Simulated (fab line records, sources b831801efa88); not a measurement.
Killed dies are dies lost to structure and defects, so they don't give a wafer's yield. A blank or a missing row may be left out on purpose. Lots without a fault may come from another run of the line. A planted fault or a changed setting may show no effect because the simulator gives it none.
A struck lot beside a sound one | flow sfq_line | 14 steps out of a route of 325
Sound: wafers L909.1, L909.2, L909.4. Struck: wafers L905.2, L905.5, L905.6. The cause comes at the end.
At each step with rows: each side's tool, then ch and its chambers, then its first start. Under that, the readings that differ: sound wafers | struck wafers | difference of the means | sigmas: that difference in standard deviations of wafers without a fault.
alike: readings whose means differ by less than 2 such deviations, and words and numbers that are the same on both sides. not compared: withheld readings, readings that some wafer has no value for, bounds like >300 that may hide the same value, and numbers for which the record gives no deviation and whose values overlap.
The two part at a step that has a row with sigmas, a row that says differs or no value, or rows on one side only. Numbers that don't overlap but have no deviation are shown without sigmas and don't part them. A reading that every wafer of one side lacks parts them only if that side has two wafers or more.

SFQ_TRILAYER_L0_BARC_OPEN_METAL_ETCH_010: etches BARC in O2, target depth 125 nm, time 41.7 s.
  sound on rie_metal-03 ch 0,1, day 6 02:41; struck on rie_metal-01 ch 0,1, day 4 22:30
  alike: bias_w, drypump_motor_current_A, oes_product_au
  not compared: rf_hours_counter_h
SFQ_TRILAYER_L0_ETCH_METAL_ETCH_008: etches MoNx KI in SF6/O2, stops on SiO2, target depth 50 nm, time 25 s.
  sound on rie_metal-03 ch 0,1, day 6 02:45; struck on rie_metal-01 ch 0,1, day 4 22:34
  alike: bias_w, drypump_motor_current_A, oes_product_au
  not compared: rf_hours_counter_h
SFQ_TRILAYER_L0_STRIP_STRIP_009: strips in O2.
  sound on rie_metal-03 ch 0,1, day 6 02:48; struck on rie_metal-01 ch 0,1, day 4 22:37
  alike: drypump_motor_current_A, oes_product_au
  not compared: rf_hours_counter_h
then, 1 step without rows for these wafers: SFQ_TRILAYER_L0_STRIP_SOLV_CLEAN_010 (cleans in NMP, time 600 s).
SFQ_TRILAYER_L0_CAP_PECVD_011: deposits SiO2 from SiH4/N2O, time 13.333 s, target thk 60 nm.
  sound on pecvd-02 ch 0,1,2, day 6 03:35; struck on pecvd-04 ch 1,2, day 4 23:23
  alike: heater_power_w, throttle_valve_pct
then, 6 steps without rows for these wafers: SFQ_TRILAYER_L0_VIA_LITHO_COAT_018 (resist thk 62 nm); SFQ_TRILAYER_L0_VIA_LITHO_COAT_013 (resist thk 650 nm); SFQ_TRILAYER_L0_VIA_LITHO_SOFTBAKE_017; SFQ_TRILAYER_L0_VIA_LITHO_EXPOSE_014 (exposes mask L0V, target cd 700 nm); SFQ_TRILAYER_L0_VIA_LITHO_PEB_016 (peb time 60 s); SFQ_TRILAYER_L0_VIA_LITHO_DEVELOP_015 (time 60 s).
SFQ_L0V_OVL_MEAS_903:
  sound on overlay-01, day 6 11:45; struck on overlay-02, day 5 11:40
  reading      | sound     | struck | difference | sigmas
  L0V_OVL (nm) | -8 -13 -9 | 5 5 7  | +16        | +3
SFQ_TRILAYER_L0_VIA_BARC_OPEN_VIA_ETCH_021: etches BARC in O2, target depth 125 nm, time 41.7 s.
  sound on rie_diel-04 ch 0,1,3, day 6 11:47; struck on rie_diel-03 ch 1,2,3, day 5 11:41
  reading    | sound             | struck            | difference | sigmas
  bias_w (W) | 79.99 79.89 79.48 | 75.86 75.77 75.84 | -3.96      | -17
  alike: drypump_motor_current_A, oes_product_au
  not compared: rf_hours_counter_h
SFQ_TRILAYER_L0_VIA_ETCH_VIA_ETCH_016: etches SiO2 in CHF3, stops on MoNx KI, target depth 80 nm.
  sound on rie_diel-04 ch 0,1,3, day 6 11:50; struck on rie_diel-03 ch 1,2,3, day 5 11:44
  alike: bias_w, drypump_motor_current_A, oes_product_au

WHERE THEY PART
First at SFQ_L0V_OVL_MEAS_903; last, within this record, at SFQ_TRILAYER_L0_VIA_BARC_OPEN_VIA_ETCH_021. Later steps at which nothing parts them and some readings are alike: SFQ_TRILAYER_L0_VIA_ETCH_VIA_ETCH_016.

WHY: what the simulator had put in
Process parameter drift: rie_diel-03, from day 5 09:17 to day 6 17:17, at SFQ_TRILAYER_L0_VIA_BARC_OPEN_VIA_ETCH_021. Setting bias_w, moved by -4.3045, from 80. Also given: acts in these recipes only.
